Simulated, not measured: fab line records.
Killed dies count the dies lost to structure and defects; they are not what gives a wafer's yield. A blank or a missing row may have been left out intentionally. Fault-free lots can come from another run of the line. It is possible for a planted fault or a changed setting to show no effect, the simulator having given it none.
Chamber matching ; flow gf180mcu ; cmp-02 running GF_CONTACT_CMP_04: 4 sister chambers
The step polishes SiO2. 4 wafers are shown with their chamber, then 8 later ones without.

== EACH WAFER AND ITS CHAMBER ==
wafer;chamber;motor_current_A (A)
L198.1;2;15.3
L198.3;1;13.0
L201.3;0;11.9
L201.5;3;11.0

== WAFERS WITH NO CHAMBER GIVEN ==
wafer;motor_current_A (A)
L204.2;13.5
L204.5;15.5
L214.1;13.6
L214.5;10.8
L214.6;11.9
L217.1;14.7
L217.2;13.0
L217.6;13.9

== WHICH CHAMBER EACH WENT THROUGH ==
wafer;from the rows above;in truth
L204.2;1;1
L204.5;2;2
L214.1;1;1
L214.5;can't be placed: 3 or 0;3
L214.6;can't be placed: 0 or 3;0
L217.1;2;2
L217.2;1;1
L217.6;can't be placed: 1 or 2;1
Correctly placed: 5 of 8. These rows do not allow placing 3 (true chamber among the candidates in 3). Wrongly placed: 0.
How it was worked out, from the rows above alone: a wafer's distance from a chamber is the root of the sum, over the readings, of the square of ((its reading less the chamber's mean) divided by the reading's scatter). The wafer belongs to the nearest chamber; if the next one is less than 2 further off, it can't be placed. Each chamber's mean is taken over the wafers shown for it. The scatter (one wafer shown for each chamber): square how far every hidden wafer sits from the nearest shown wafer, average those squares and take the square root.
